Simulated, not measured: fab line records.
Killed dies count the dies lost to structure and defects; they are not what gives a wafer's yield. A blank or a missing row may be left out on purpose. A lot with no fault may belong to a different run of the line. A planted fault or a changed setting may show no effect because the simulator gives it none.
Comparing a struck lot with a sound one :: flow gf180mcu :: 15 steps out of a route of 602
Sound: wafers L427.2, L427.3, L427.4. The struck wafers were L437.2, L437.3, L437.6. The cause is given at the end.
Each step with rows lists, per side, the tool, then ch with its chambers, then its first start. Under that, the readings that differ: sound wafers :: struck wafers :: difference of the means :: sigmas: that difference in standard deviations of wafers without a fault.
alike: readings with means less than 2 such deviations apart, plus words and numbers identical on both sides. not compared: withheld readings, readings lacking a value on some wafer, bounds such as >300 that could conceal the same value, and numbers that have no deviation in the record and whose values overlap.
The two part at a step that has a row with sigmas, a row that says differs or no value, or rows on one side only. When numbers do not overlap yet have no deviation, they are printed without sigmas and do not part them. A reading that every wafer of one side lacks parts them only if that side has two wafers or more.

first, 9 steps without rows for these wafers: GF_MIM_STRIP_21 (strips in post etch residue remover, time 1200 s); GF_MIM_CLEAN_22 (cleans in DIW); GF_M5_DEHYDRATE_00 (time 60 s); GF_M5_HMDS_01 (prime time 60 s); GF_M5_COAT_02 (resist thk 1000 nm); GF_M5_SOFTBAKE_03 (time 60 s); GF_M5_EXPOSE_04 (exposes mask Metal5, target cd 280 nm); GF_M5_PEB_05 (peb time 90 s); GF_M5_DEVELOP_06 (develop time 60 s).
GF_M5_CD_MEAS_07: target cd 280 nm.
  sound on cd-sem-02, day 27 21:50; struck on cd-sem-02, day 30 19:12
  alike: cd-nm
GF_M5_OVL_MEAS_08:
  sound on overlay-01, day 27 21:56; struck on overlay-01, day 30 19:19
  alike: M5_OVL
GF_M5_ETCH_09: etches Si3N4 in CF4/O2, target depth 52 nm, time 11.6 s.
  sound on rie-diel-02 ch 0,1,3, day 27 21:58; struck on rie-diel-02 ch 1,2, day 30 19:20
  alike: O2_flow_sccm, bias-w, drypump-motor-current-A, oes-product-au, rf-fwd-power-W, throttle-valve-pct
  not compared: rf-hours-counter-h
GF_M5_METAL_ETCH_10: etches the open film in Cl2/BCl3, stops on SiO2, target depth 627.5 nm, time 104.6 s.
  sound on rie-metal-01 ch 0,1, day 27 21:59; struck on rie-metal-02 ch 1, day 30 19:22
  no value came back on the struck wafers for any of 7 readings (bcl3-flow-sccm (sccm), bias-w (W) and others); on the sound wafers bcl3-flow-sccm (sccm) reads 39.93 40.04 40.10
reading: model.KrF_of_M5_COAT_02.thk-nm (nm)
sound: 702.4 699.9 692.3
struck: 949.9 950.6 951.3
difference: +252.4
sigmas: 
  not compared: rf-hours-counter-h
GF_M5_STRIP_11: strips in O2/N2.
  sound on plasma-asher-04 ch 0,1, day 27 22:06; struck on plasma-asher-04 ch 0,1, day 30 19:28
reading: oes-product-au (a.u.)
sound: 0.546 0.537 0.531
struck: 0.634 0.644 0.653
difference: +0.106
sigmas: +21

reading: strip-time-to-endpoint-s (s)
sound: 7.53 7.53 7.47
struck: 9.95 9.97 9.96
difference: +2.45
sigmas: +47
  alike: drypump-motor-current-A, heater-power-w, platen-temp-c
  not compared: rf-hours-counter-h
then, 1 step without rows for these wafers: GF_M5_STRIP_12 (strips in post etch residue remover, time 1200 s).

== WHERE THEY PART ==
At GF_M5_METAL_ETCH_10 first; at GF_M5_STRIP_11 last (within this record only).

WHY: what the simulator had put in
Entire step skipped (rie-metal-02, GF_M5_METAL_ETCH_10), from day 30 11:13 onward. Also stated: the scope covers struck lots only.
